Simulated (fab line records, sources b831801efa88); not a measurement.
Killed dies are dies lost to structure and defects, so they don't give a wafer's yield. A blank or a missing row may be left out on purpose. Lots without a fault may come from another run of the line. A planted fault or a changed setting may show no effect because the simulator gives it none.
One fault seen from 2 desks | flow gf180mcu | each desk has only its own numbers; what lay behind them comes last

THE TOOL OWNER'S DESK: wet_bench-04
The tool's own readings at GF_DUAL_GATE_WET_ETCH_12 (etches SiO2 in dHF, target depth 13 nm, time 260 s): means of the sampled wafers that have a number, for each lot that ran on this tool. A lot is out of limits, marked OUT, if its mean lies more than 4 standard deviations from the usual mean; the brackets give that distance.
Columns: A = run_length_s at GF_DUAL_GATE_WET_ETCH_12, usual 289 s; B = temp_c at GF_DUAL_GATE_WET_ETCH_12, usual 25.00 C
lot  | first seen here | A            | B
L860 | day 8 05:52     | 293          | 25.12
L867 | day 10 13:30    | 287          | 25.04
L868 | day 10 15:18    | 287          | 25.01
L873 | day 12 04:03    | 62 (-55) OUT | 25.07
L874 | day 12 11:09    | 59 (-56) OUT | 24.95
This desk's finding: out of limits on L873, L874; first on L873, day 12 04:03 (run_length_s at GF_DUAL_GATE_WET_ETCH_12). In limits: L860, L867, L868.

THE METROLOGY DESK
What the gauges read, lot by lot, whatever tool the lot ran on: means of the sampled wafers that have a number. A lot is out of limits, marked OUT, if its mean lies more than 4 standard deviations from the usual mean; the brackets give that distance.
Columns: A = VT_IMPLANT_2_TW at GF_VT_IMPLANT_TW_MEAS_21, usual 1222; B = cd_nm at GF_POLY_GATE_CD_MEAS_10, usual 279.8 nm
lot  | first seen here | A    | B
L860 | day 6 03:52     | 1227 | 280.7
L861 | day 6 12:15     | 1230 | 279.4
L862 | day 6 18:45     | 1228 | 279.4
L863 | day 7 00:55     | 1223 | 280.0
L864 | day 7 09:39     | 1221 | 280.4
L865 | day 7 12:12     | 1225 | 279.4
L867 | day 8 05:51     | 1231 | 279.3
L868 | day 8 07:27     | 1220 | 278.5
L873 | day 9 18:01     | 1211 | -
L874 | day 9 21:57     | 1220 | -
L879 | day 11 07:22    | 1218 | 280.9
L880 | day 11 13:10    | 1216 | 280.9
L881 | day 11 18:36    | 1227 | 281.3
L882 | day 12 00:52    | 1225 | 279.2
This desk's finding: nothing out of limits on any of the 14 lots.

PUT TOGETHER
The tool owner's desk could have raised an alarm at day 12 04:03, on L873, L874.
The metrology desk saw nothing out of limits.
The metrology desk has L873, L874 on record, within its limits.
Of the lots named, all ran GF_DUAL_GATE_WET_ETCH_12 on wet_bench-04.

WHAT THE SIMULATOR HAD PUT IN
Process parameter drift: wet_bench-04, from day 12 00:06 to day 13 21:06, at GF_DUAL_GATE_WET_ETCH_12. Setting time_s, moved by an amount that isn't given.
Lots struck among those shown: L873, L874.
Hours from the fault's start to each desk's first reading out of limits: the tool owner's desk, 4.
